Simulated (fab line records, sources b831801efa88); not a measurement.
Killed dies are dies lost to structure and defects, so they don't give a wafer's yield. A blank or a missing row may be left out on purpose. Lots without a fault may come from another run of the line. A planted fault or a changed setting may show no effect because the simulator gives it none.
Which tool did it? | flow gf180mcu | 12 lots, 36 wafers sampled, at 5 steps of a route of 602

WHAT THE GAUGES READ, wafer by wafer
GF_POLY_GATE_OVL_MEAS_11. Usual: POLY_GATE_OVL 0 nm, standard deviation 5.6.
lot  | measured     | on         | POLY_GATE_OVL (nm) | flag
L981 | day 9 11:37  | overlay-01 | -11 -12 -8         |
L982 | day 9 16:01  | overlay-02 | 8 -6 -2            |
L983 | day 10 03:52 | overlay-01 | -1 -9 -6           |
L992 | day 13 08:43 | overlay-01 | 10 -4 3            |
L993 | day 13 08:50 | overlay-02 | 11 4 0             |
L994 | day 13 14:58 | overlay-02 | 2 -6 2             |
L995 | day 13 21:58 | overlay-01 | 4 2 4              |
L997 | day 14 06:14 | overlay-02 | -10 -11 -4         |
L998 | day 14 14:34 | overlay-01 | 2 2 4              |
L999 | day 14 23:37 | overlay-01 | 2 7 4              |
L102 | day 15 18:34 | overlay-01 | -10 1 -2           |
L103 | day 16 06:43 | overlay-02 | -1 6 1             |

GF_HV_LDD_OVL_MEAS_20. Usual: HV_LDD_01_OVL 0.2 nm, standard deviation 1.1.
lot  | measured     | on         | HV_LDD_01_OVL (nm) | flag
L981 | day 11 01:59 | overlay-02 | 1.1 -1.1 -1.7      |
L982 | day 11 06:22 | overlay-02 | 0.7 1.0 -0.7       |
L983 | day 11 21:43 | overlay-01 | 1.9 1.1 -0.2       |
L992 | day 15 03:47 | overlay-02 | 1.0 -0.1 -0.3      |
L993 | day 15 04:40 | overlay-01 | 0.6 0.0 -0.8       |
L994 | day 15 11:51 | overlay-01 | 0.1 1.1 0.8        |
L995 | day 15 19:13 | overlay-01 | -1.8 -1.5 -2.6     |
L997 | day 16 04:05 | overlay-02 | -1.1 -1.3 -0.1     |
L998 | day 16 12:01 | overlay-02 | -0.7 -1.9 -0.7     |
L999 | day 16 20:14 | overlay-02 | 0.9 0.6 -0.3       |
L102 | day 17 17:32 | overlay-01 | 0.2 2.0 1.6        |
L103 | day 18 14:28 | overlay-02 | 1.5 0.6 0.2        |

GF_HV_LDD_CD_MEAS_46: target cd 400 nm. Usual: cd_nm 399.4 nm, standard deviation 2.2.
lot  | measured     | on        | cd_nm (nm)        | flag
L981 | day 12 17:20 | cd_sem-01 | 402.1 400.7 401.6 |
L982 | day 12 20:41 | cd_sem-01 | 398.0 399.0 397.8 |
L983 | day 13 12:57 | cd_sem-02 | 396.4 394.5 394.7 |
L992 | day 17 01:50 | cd_sem-01 | 398.9 479.0 399.3 | OFF
L993 | day 17 02:50 | cd_sem-02 | 400.6 399.8 400.2 |
L994 | day 17 08:34 | cd_sem-01 | 397.8 479.1 397.4 | OFF
L995 | day 17 17:07 | cd_sem-02 | 402.9 400.8 403.3 |
L997 | day 18 02:34 | cd_sem-02 | 398.0 399.2 396.4 |
L998 | day 18 13:16 | cd_sem-01 | 400.0 397.8 401.6 |
L999 | day 18 19:11 | cd_sem-01 | 401.9 399.7 399.7 |
L102 | day 19 18:27 | cd_sem-01 | 397.3 398.9 399.4 |
L103 | day 20 15:51 | cd_sem-02 | 399.5 397.8 397.4 |

WHICH TOOL RAN EACH LOT (tool, then ch and the chambers of the sampled wafers, then the start)
lot  | GF_POLY_GATE_STRIP_14                | GF_HV_LDD_COAT_41
L981 | plasma_asher-03 ch 0,1, day 9 11:47  | litho_track-01 ch 0, day 12 07:57
L982 | plasma_asher-03 ch 0,1, day 9 16:10  | litho_track-01 ch 0, day 12 11:03
L983 | plasma_asher-01 ch 0,1, day 10 04:00 | litho_track-03 ch 0, day 13 02:50
L992 | plasma_asher-04 ch 0,1, day 13 08:53 | litho_track-03 ch 0, day 16 13:50
L993 | plasma_asher-04 ch 0,1, day 13 08:58 | litho_track-01 ch 0, day 16 14:38
L994 | plasma_asher-01 ch 0,1, day 13 15:06 | litho_track-03 ch 0, day 16 21:02
L995 | plasma_asher-03 ch 0,1, day 13 22:06 | litho_track-01 ch 0, day 17 06:09
L997 | plasma_asher-01 ch 0,1, day 14 06:22 | litho_track-02 ch 0, day 17 14:35
L998 | plasma_asher-04 ch 0,1, day 14 14:43 | litho_track-02 ch 0, day 17 22:31
L999 | plasma_asher-03 ch 0,1, day 14 23:46 | litho_track-01 ch 0, day 18 07:54
L102 | plasma_asher-03 ch 0,1, day 15 18:43 | litho_track-01 ch 0, day 19 06:33
L103 | plasma_asher-04 ch 0,1, day 16 06:52 | litho_track-02 ch 0, day 20 02:43
- GF_POLY_GATE_STRIP_14: strips in O2/N2.
- GF_HV_LDD_COAT_41: resist thk 1000 nm.

WHAT THE TOOLS THEMSELVES READ (means of the sampled wafers that have a number; where no wafer has one, the mark that the record gives instead)
GF_POLY_GATE_STRIP_14. Usual: drypump_motor_current_A 5.4 A, standard deviation 0.51; heater_power_w 318 W, standard deviation 46; o2_flow_sccm 3000 sccm, standard deviation 8.3; oes_product_au 0.505 a.u., standard deviation 0.0044.
lot  | tool            | drypump_motor_current_A (A) | heater_power_w (W) | o2_flow_sccm (sccm) | oes_product_au (a.u.) | flag
L981 | plasma_asher-03 | 5.6                         | 370                | 2998                | 0.506                 |
L982 | plasma_asher-03 | 5.6                         | 400                | 2998                | 0.500                 |
L983 | plasma_asher-01 | 5.1                         | 306                | 2998                | 0.504                 |
L992 | plasma_asher-04 | 5.6                         | 307                | 3000                | 0.504                 |
L993 | plasma_asher-04 | 5.2                         | 306                | 2995                | 0.504                 |
L994 | plasma_asher-01 | 5.1                         | 304                | 3002                | 0.503                 |
L995 | plasma_asher-03 | 5.6                         | 400                | 3000                | 0.507                 |
L997 | plasma_asher-01 | 5.4                         | 280                | 3003                | 0.497                 |
L998 | plasma_asher-04 | 5.6                         | 309                | 3005                | 0.509                 |
L999 | plasma_asher-03 | 5.6                         | 367                | 2995                | 0.506                 |
L102 | plasma_asher-03 | 5.5                         | 367                | 3003                | 0.508                 |
L103 | plasma_asher-04 | 5.7                         | 305                | 3005                | 0.502                 |

THE ANSWER, worked out from the rows above alone
Rule: a lot is off if the mean of its wafers that have a number lies more than 3 standard deviations from the usual mean. A lot without any number at a reading at which 4 lots or more have one is off too. The other lots that the step has rows for count as sound. The gauges are gone through in route order, then the tools' own readings, and for those a lot's mean is taken as printed above. The first step at which some lot is off is used, and at that step the reading that is off furthest; a lot without a number counts as furthest.
Off: L992, L994, at GF_HV_LDD_CD_MEAS_46 (cd_nm).
A tool fits if, at a process step before that reading, it ran every lot that is off, and no sound lot after the first of them. The gauges at GF_HV_LDD_CD_MEAS_46 are tried like those tools. One fits: litho_track-03 at GF_HV_LDD_COAT_41. Its last sound lot is L983 (day 13 02:50), its first lot that is off L992 (day 16 13:50): a fault that began between those two fits.

WHAT THE SIMULATOR HAD PUT IN
Process parameter drift: litho_track-03, from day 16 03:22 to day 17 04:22, at GF_HV_LDD_COAT_41. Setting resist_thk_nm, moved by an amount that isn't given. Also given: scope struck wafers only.
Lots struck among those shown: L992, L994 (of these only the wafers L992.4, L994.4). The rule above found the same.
